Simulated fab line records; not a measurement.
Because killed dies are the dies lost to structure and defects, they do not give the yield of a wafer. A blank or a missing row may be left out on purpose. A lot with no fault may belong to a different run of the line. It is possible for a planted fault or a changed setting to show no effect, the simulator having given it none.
Which of the tools did it? :: flow gf180mcu :: 18 wafers from 6 lots sampled at 2 of the route's 602 steps

WHAT EACH GAUGE READ, for each wafer
GF_POLY_GATE_CD_MEAS_10: the cd target is 280 nm.
lot: L619
measured: day 9 05:41
on: cd sem-01
cd nm (nm): 279.7 279.0 279.3

lot: L621
measured: day 9 20:43
on: cd sem-01
cd nm (nm): 281.1 280.0 280.1

lot: L625
measured: day 11 03:00
on: cd sem-02
cd nm (nm): 283.6 284.7 284.5

lot: L634
measured: day 13 23:12
on: cd sem-02
cd nm (nm): 279.8 280.7 281.5

lot: L636
measured: day 14 16:05
on: cd sem-02
cd nm (nm): 280.1 280.4 280.8

lot: L639
measured: day 15 07:21
on: cd sem-01
cd nm (nm): 278.6 279.0 279.2

WHAT TOOL EACH LOT RAN ON (gives the tool, then ch and the chambers of the sampled wafers, and finally the start)
lot: L619
GF_POLY_GATE_PEB_08: litho track-01 ch 0, day 9 05:20

lot: L621
GF_POLY_GATE_PEB_08: litho track-02 ch 0, day 9 20:23

lot: L625
GF_POLY_GATE_PEB_08: litho track-02 ch 0, day 11 02:39

lot: L634
GF_POLY_GATE_PEB_08: litho track-01 ch 0, day 13 22:51

lot: L636
GF_POLY_GATE_PEB_08: litho track-04 ch 0, day 14 15:44

lot: L639
GF_POLY_GATE_PEB_08: litho track-01 ch 0, day 15 07:00
- GF_POLY_GATE_PEB_08: peb time 90 s.

THE ANSWER, worked out from the rows above alone
Rule: the lots themselves supply what counts as usual. Put in order of their means at a reading, lots are off if they are a third of the lots or fewer, leave a main group of 4 or more, and stand apart from it by a gap of 3 or more times the standard deviation of the main group's means; of several such gaps the widest counts. If all means in a main group match to the digits the tables above print for the reading, that group is not used. A lot without any number at a reading at which 4 lots or more have one is off too. All remaining lots with rows at the step are treated as sound.
Off, at GF_POLY_GATE_CD_MEAS_10 on cd nm: L625. For the main group the mean is 280.0 nm and the standard deviation 0.69.
A tool fits if, at a process step before that reading, it ran every lot that is off, and no sound lot after the first of them. The gauges at GF_POLY_GATE_CD_MEAS_10 are tried like those tools. One fits: GF_POLY_GATE_PEB_08 on litho track-02. A fault onset in the window from L621 (day 9 20:23, its last sound lot) to L625 (day 11 02:39, its first lot off) fits.

WHAT THE SIMULATOR HAD PUT IN
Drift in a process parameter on litho track-02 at GF_POLY_GATE_PEB_08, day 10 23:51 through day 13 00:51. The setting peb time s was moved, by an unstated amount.
Shown lots that were struck: L625. The same result came from the rule above.
